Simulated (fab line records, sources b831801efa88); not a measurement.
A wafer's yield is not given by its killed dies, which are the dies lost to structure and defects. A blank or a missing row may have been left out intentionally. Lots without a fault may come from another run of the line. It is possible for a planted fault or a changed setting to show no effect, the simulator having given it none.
Struck lot and sound lot, side by side -- flow sky130 -- 16 steps out of a route of 708
Sound: wafers L630.1, L630.2, L630.4. The struck wafers were L620.3, L620.4, L620.5. Last of all comes the cause.
Each step with rows lists, per side, the tool, then ch with its chambers, then its first start. Under that, the readings that differ: sound wafers -- struck wafers -- difference of the means -- sigmas: that difference in standard deviations of wafers without a fault.
alike: same words and numbers on both sides, and readings whose means sit less than 2 such deviations apart. not compared: any withheld reading, any reading some wafer has no value for, any bound like >300 that may hide the same value, and any number with overlapping values for which the record gives no deviation.
A row with sigmas, a row that says differs or no value, or rows on one side alone: a step with any of these is where the two part. Numbers that don't overlap but have no deviation are shown without sigmas and don't part them. A reading missing from all wafers of one side parts the sides only when that side holds two or more wafers.

SKY_VIA3_CMP_02: polishes SiO2.
  sound on cmp-02 ch 0,1,3, day 43 21:48; struck on cmp-01 ch 1,3, day 41 02:35
  alike: head pressure psi, motor current A
SKY_VIA3_BOW_MEAS_03:
  sound: film metro-04 at day 43 22:06; struck: film metro-04 at day 41 02:55
  alike: VIA3_BOW
then, 8 steps without rows for these wafers: SKY_VIA3_DEHYDRATE_04 (time 60 s); SKY_VIA3_HMDS_05 (prime time 60 s); SKY_VIA3_COAT_06 (resist thk 60 nm); SKY_VIA3_COAT_07 (resist thk 450 nm); SKY_VIA3_SOFTBAKE_08 (time 90 s); SKY_VIA3_EXPOSE_09 (exposes mask VIM3, target cd 200 nm); SKY_VIA3_PEB_10; SKY_VIA3_DEVELOP_11 (develop time 60 s).
SKY_VIA3_CD_MEAS_12: the cd target is 200 nm.
  sound: cd sem-01 at day 44 21:05; struck: cd sem-02 at day 42 03:05
  alike: cd nm
SKY_VIA3_OVL_MEAS_13:
  sound: overlay-01 at day 44 21:12; struck: overlay-01 at day 42 03:10
  alike: VIA3_OVL
SKY_VIA3_ETCH_14: etches BARC in N2/H2, stops on SiO2, time 45.9 s, target depth 60 nm.
  sound on rie diel-03 ch 0,1,3, day 44 21:14; struck on rie diel-03 ch 0,1,2, day 42 03:12
  no value came back on the struck wafers for any of 6 readings (bias w (W), chamber pressure mTorr (mTorr) and others); on the sound wafers bias w (W) reads 99.99 100.12 100.10
reading,sound,struck,difference,sigmas
model.KrF-thick_of_VIA3_COAT_07.thk nm (nm),391.5 391.6 390.1,436.1 434.8 435.9,+44.5,
SKY_VIA3_ETCH_15: etches SiO2 in C4F8/O2/Ar, stops on TiN, target depth 507 nm, time 78 s.
  sound on rie diel-03 ch 0,1,3, day 44 21:16; struck on rie diel-03 ch 0,1,2, day 42 03:14
reading,sound,struck,difference,sigmas
oes product au (a.u.),0.947 0.948 0.950,0.371 0.370 0.372,-0.577,-99 or more
model.KrF-thick_of_VIA3_COAT_07.thk nm (nm),291.2 289 287.5,335.6 332.9 333.8,+44.9,
  alike: bias w, chamber pressure mTorr
SKY_VIA3_STRIP_16: strips in O2/N2.
  sound on plasma asher-03 ch 0,1, day 44 21:20; struck on plasma asher-01 ch 0,1, day 42 03:20
reading,sound,struck,difference,sigmas
oes product au (a.u.),0.400 0.393 0.392,0.426 0.422 0.433,+0.032,+7
strip time to endpoint s (s),4.148 4.120 4.080,4.593 4.560 4.580,+0.462,+22
  alike: drypump motor current A
  not compared: rf hours counter h
then, 1 step without rows for these wafers: SKY_VIA3_STRIP_17 (strips in post etch residue remover, time 1200 s).

WHERE THEY PART
Earliest at SKY_VIA3_ETCH_14; latest, in this record, at SKY_VIA3_STRIP_16.

WHY: what the simulator had put in
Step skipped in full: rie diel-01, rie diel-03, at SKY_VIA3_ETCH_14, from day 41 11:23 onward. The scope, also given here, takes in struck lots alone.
